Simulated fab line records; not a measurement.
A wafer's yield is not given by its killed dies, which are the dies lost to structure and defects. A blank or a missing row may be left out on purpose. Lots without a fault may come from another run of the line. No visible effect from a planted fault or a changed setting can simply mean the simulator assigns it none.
2 desks looking at one fault	flow gf180mcu	numbers are kept per desk, each desk with only its own; the story behind them comes last

## FOR THE TOOL OWNER'S DESK: pecvd-03
The tool's own readings at GF_V4_CVD_02 (deposits SiO2 from TEOS, target thk 850 nm, time 94.851 s): means of the sampled wafers that have a number, for each lot that ran on this tool. Any lot whose mean is over 4 standard deviations away from the usual mean is out of limits and marked OUT; that distance is given in the brackets.
Columns: A = heaterPowerW at GF_V4_CVD_02, usual 677 W; B = rfFwdPowerW at GF_V4_CVD_02, usual 596.4 W
lot	first seen here	A	B
L158	day 24 16:16	662	594.0
L163	day 26 04:07	766	595.3
L171	day 28 13:43	754	595.9
Result from this desk: across the 3 lots, nothing is out of limits.

## METROLOGY DESK
Means of the sampled wafers that have a number, per lot and without regard to the tool the lot ran on: this is what the gauges read. Any lot whose mean is over 4 standard deviations away from the usual mean is out of limits and marked OUT; that distance is given in the brackets.
Columns: A = cdNm at GF_M4_CD_MEAS_14, usual 280.1 nm; B = M4_OVL at GF_M4_OVL_MEAS_15, usual 0 nm; C = V4_CVD_00_THK at GF_V4_THK_MEAS_01, usual 601 nm; D = V4_CVD_02_THK at GF_V4_THK_MEAS_03, usual 846 nm
lot	first seen here	A	B	C	D
L158	day 24 15:20	281.3	1	606	846
L163	day 26 03:11	279.5	-4	596	844
L171	day 28 12:49	276.2	-2	603	836
L176	day 29 13:44	278.8	-3	606	845
L178	day 30 04:57	278.7	-3	599	837
Result from this desk: across the 5 lots, nothing is out of limits.

## BROUGHT TOGETHER
The tool owner's desk saw nothing out of limits.
From the metrology desk's view, nothing was out of limits.

## WHAT HAD BEEN PUT IN BY THE SIMULATOR
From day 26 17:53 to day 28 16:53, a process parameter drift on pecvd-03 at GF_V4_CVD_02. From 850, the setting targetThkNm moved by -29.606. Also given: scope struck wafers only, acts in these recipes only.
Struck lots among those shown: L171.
